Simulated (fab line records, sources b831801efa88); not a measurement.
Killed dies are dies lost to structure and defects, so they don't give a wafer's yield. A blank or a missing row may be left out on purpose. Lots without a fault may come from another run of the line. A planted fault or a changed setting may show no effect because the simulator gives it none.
Chamber matching | flow sky130 | SKY_VIA2_CMP_24 on cmp-01: 4 sister chambers
The step polishes, stops on SiO2, t overpolish 20 s, target thk 0 nm. 8 wafers are shown with their chamber, then 7 later ones without.

WAFERS WITH THEIR CHAMBER
wafer  | chamber | motor_current_A (A) | retaining_ring_pressure_frac
L489.3 | 1       | 11.0                | 1.001
L489.6 | 1       | 10.2                | 1.009
L496.1 | 3       | 10.7                | 1.005
L496.5 | 0       | 10.9                | 1.010
L498.4 | 3       | 10.9                | 1.002
L498.5 | 2       | 12.5                | 0.996
L508.2 | 2       | 12.6                | 1.002
L508.3 | 0       | 11.4                | 1.006

WAFERS WITHOUT THEIR CHAMBER
wafer  | motor_current_A (A) | retaining_ring_pressure_frac
L508.6 | 10.6                | 0.988
L509.1 | 10.8                | 0.998
L509.3 | 11.1                | 1.006
L509.6 | 10.6                | 1.010
L510.2 | 12.1                | 0.997
L510.3 | 11.0                | 1.007
L510.4 | 10.9                | 1.006

WHICH CHAMBER EACH WENT THROUGH
wafer  | from the rows above          | in truth
L508.6 | can't be placed: 3 or 1 or 0 | 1
L509.1 | can't be placed: 3 or 1 or 0 | 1
L509.3 | can't be placed: 0 or 3 or 1 | 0
L509.6 | can't be placed: 1 or 0 or 3 | 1
L510.2 | 2                            | 2
L510.3 | can't be placed: 0 or 3 or 1 | 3
L510.4 | can't be placed: 3 or 0 or 1 | 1
Placed correctly: 1 of 7. Can't be placed from these rows: 6 (the true chamber is among the candidates in 6). Placed wrongly: 0.
How it was worked out, from the rows above alone: a wafer's distance from a chamber is the root of the sum, over the readings, of the square of ((its reading less the chamber's mean) divided by the reading's scatter). The wafer belongs to the nearest chamber; if the next one is less than 2 further off, it can't be placed. A chamber's mean is the mean of its shown wafers. The scatter: the root of (the sum of the squares of (reading less its chamber's mean) over the shown wafers, divided by (wafers less chambers)).
